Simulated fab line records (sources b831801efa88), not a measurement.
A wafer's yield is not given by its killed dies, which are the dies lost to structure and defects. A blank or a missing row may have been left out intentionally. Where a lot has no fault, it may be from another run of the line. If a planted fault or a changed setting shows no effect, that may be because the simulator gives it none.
Which of the tools did it?	flow sky130	Sampling: 14 lots, 42 wafers, 3 of 708 route steps

== WHAT THE GAUGES READ, wafer by wafer ==
The record lacks any reading of a measuring or inspecting step that a usual standard deviation could be used to judge.

== EACH LOT AND THE TOOL THAT RAN IT (in order: tool; ch and the chambers of the sampled wafers; start) ==
lot	SKY_METAL1_STRIP_20	SKY_VIA1_ETCH_14	SKY_VIA1_STRIP_16
L382	plasmaAsher-04 ch 0,1, day 32 00:37	rieDiel-01 ch 1,2, day 33 05:16	plasmaAsher-03 ch 0,1, day 33 05:21
L384	plasmaAsher-01 ch 0,1, day 32 18:53	rieDiel-02 ch 1,2, day 33 22:29	plasmaAsher-03 ch 0,1, day 33 22:36
L385	plasmaAsher-04 ch 0,1, day 33 11:55	rieDiel-03 ch 0,1,2, day 34 16:47	plasmaAsher-02 ch 0,1, day 34 16:52
L387	plasmaAsher-03 ch 0,1, day 33 22:01	rieDiel-03 ch 1,2, day 35 01:38	plasmaAsher-01 ch 0,1, day 35 01:43
L392	plasmaAsher-01 ch 0,1, day 35 15:46	rieDiel-03 ch 0,2,3, day 36 19:05	plasmaAsher-01 ch 0,1, day 36 19:12
L393	plasmaAsher-04 ch 0,1, day 36 03:13	rieDiel-02 ch 0,2,3, day 37 06:44	plasmaAsher-03 ch 0,1, day 37 06:49
L394	plasmaAsher-04 ch 0,1, day 36 06:07	rieDiel-03 ch 0,1,3, day 37 09:51	plasmaAsher-02 ch 0,1, day 37 09:56
L395	plasmaAsher-04 ch 0,1, day 37 08:34	rieDiel-03 ch 0,1,2, day 38 11:51	plasmaAsher-03 ch 0,1, day 38 11:56
L398	plasmaAsher-04 ch 0,1, day 39 00:01	rieDiel-02 ch 0,1,2, day 40 02:38	plasmaAsher-02 ch 0,1, day 40 02:44
L399	plasmaAsher-04 ch 0,1, day 39 01:09	rieDiel-01 ch 0,1,2, day 40 02:59	plasmaAsher-03 ch 0,1, day 40 03:05
L401	plasmaAsher-03 ch 0,1, day 39 12:48	rieDiel-02 ch 2,3, day 40 14:41	plasmaAsher-03 ch 0,1, day 40 14:47
L403	plasmaAsher-01 ch 0,1, day 40 00:58	rieDiel-01 ch 0,1,2, day 41 03:08	plasmaAsher-02 ch 0,1, day 41 03:13
L402	plasmaAsher-04 ch 0,1, day 40 07:35	rieDiel-03 ch 1,2,3, day 41 09:36	plasmaAsher-02 ch 0,1, day 41 09:41
L405	plasmaAsher-01 ch 0, day 40 09:35	rieDiel-02 ch 0,1,2, day 41 11:59	plasmaAsher-02 ch 0,1, day 41 12:05
- SKY_METAL1_STRIP_20: strips in O2/N2.
- SKY_VIA1_ETCH_14: etches BARC in N2/H2, stops on SiO2, time 45.9 s, target depth 60 nm.
- SKY_VIA1_STRIP_16: strips in O2/N2.

== AS READ BY THE TOOLS THEMSELVES (means over the sampled wafers that have a number; for cases with no such wafer, the mark the record gives instead) ==
SKY_METAL1_STRIP_20.
lot	tool	chamberPressureMTorr (mTorr)	drypumpMotorCurrentA (A)	o2FlowSccm (sccm)	oesProductAu (a.u.)	stripTimeToEndpointS (s)
L382	plasmaAsher-04	1499.6	5.8	3005	0.345	2.66
L384	plasmaAsher-01	1499.6	6.2	2992	0.347	2.75
L385	plasmaAsher-04	1500.5	5.8	2990	0.348	2.73
L387	plasmaAsher-03	1500.9	5.3	3005	0.344	2.73
L392	plasmaAsher-01	1499.5	5.9	2997	0.349	2.77
L393	plasmaAsher-04	1499.7	5.8	3008	0.342	2.72
L394	plasmaAsher-04	1498.3	5.7	3000	0.346	2.69
L395	plasmaAsher-04	1500.0	5.8	2989	0.346	2.75
L398	plasmaAsher-04	1501.2	5.8	3004	0.346	2.73
L399	plasmaAsher-04	1500.5	5.8	3001	0.339	2.63
L401	plasmaAsher-03	1500.1	5.4	3001	0.344	2.67
L403	plasmaAsher-01	1499.7	5.9	2996	0.339	2.67
L402	plasmaAsher-04	1499.3	5.7	2993	0.347	2.74
L405	plasmaAsher-01	1500.8	5.6	2993	0.337	2.66

SKY_VIA1_ETCH_14.
lot	tool	drypumpMotorCurrentA (A)	oesProductAu (a.u.)	throttleValvePct (%)
L382	rieDiel-01	5.0	0.857	13.225
L384	rieDiel-02	6.0	0.857	13.223
L385	rieDiel-03	6.0	0.853	13.222
L387	rieDiel-03	5.6	0.856	13.224
L392	rieDiel-03	5.6	0.850	13.220
L393	rieDiel-02	6.0	0.852	13.226
L394	rieDiel-03	6.0	0.856	13.224
L395	rieDiel-03	6.0	0.853	13.227
L398	rieDiel-02	6.2	0.855	13.221
L399	rieDiel-01	5.2	0.850	13.230
L401	rieDiel-02	5.7	0.854	13.225
L403	rieDiel-01	5.2	0.859	13.224
L402	rieDiel-03	5.6	0.858	13.218
L405	rieDiel-02	6.2	0.855	13.224

SKY_VIA1_STRIP_16.
lot	tool	chamberPressureMTorr (mTorr)	drypumpMotorCurrentA (A)	o2FlowSccm (sccm)	oesProductAu (a.u.)	stripTimeToEndpointS (s)
L382	plasmaAsher-03	1501.0	5.3	2993	0.422	4.492
L384	plasmaAsher-03	1498.9	5.4	3004	0.420	4.461
L385	plasmaAsher-02	1501.0	6.0	2999	0.410	4.449
L387	plasmaAsher-01	1499.7	6.3	3013	0.413	4.457
L392	plasmaAsher-01	1499.7	5.9	3007	0.416	4.466
L393	plasmaAsher-03	1499.8	5.4	2993	0.422	4.487
L394	plasmaAsher-02	1498.9	6.0	3000	0.414	4.476
L395	plasmaAsher-03	1500.8	5.3	2994	0.415	4.467
L398	plasmaAsher-02	1500.2	6.1	3007	0.412	4.421
L399	plasmaAsher-03	1499.0	5.3	2993	0.421	4.453
L401	plasmaAsher-03	1499.2	5.3	2998	0.416	4.469
L403	plasmaAsher-02	-	-	-	-	-
L402	plasmaAsher-02	-	-	-	-	-
L405	plasmaAsher-02	1500.8	6.0	2993	0.419	4.491

== THE ANSWER, worked out from the rows above alone ==
Rule: the lots themselves supply what counts as usual. Put in order of their means at a reading, lots are off if they are a third of the lots or fewer, leave a main group of 4 or more, and stand apart from it by a gap of 3 or more times the standard deviation of the main group's means; of several such gaps the widest counts. If all means in a main group match to the digits the tables above print for the reading, that group is not used. Also off: a lot with no number at a reading for which 4 or more lots have one. The other lots that the step has rows for count as sound. Order of review: gauges by route order, followed by the tools' own readings, for which a lot's mean as printed above is used. The first step at which some lot is off is used, and at that step the reading that is off furthest; a lot without a number counts as furthest.
Off: L403, L402, at SKY_VIA1_STRIP_16 (chamberPressureMTorr). Without a number there: L403, L402. Mean 1499.9 mTorr and standard deviation 0.79 in the main group.
If a tool, at that step or one of the process steps before it, ran each lot that is off and ran no sound lot following the first of them, it fits. None of those tried fits.

== WHAT THE SIMULATOR HAD PUT IN ==
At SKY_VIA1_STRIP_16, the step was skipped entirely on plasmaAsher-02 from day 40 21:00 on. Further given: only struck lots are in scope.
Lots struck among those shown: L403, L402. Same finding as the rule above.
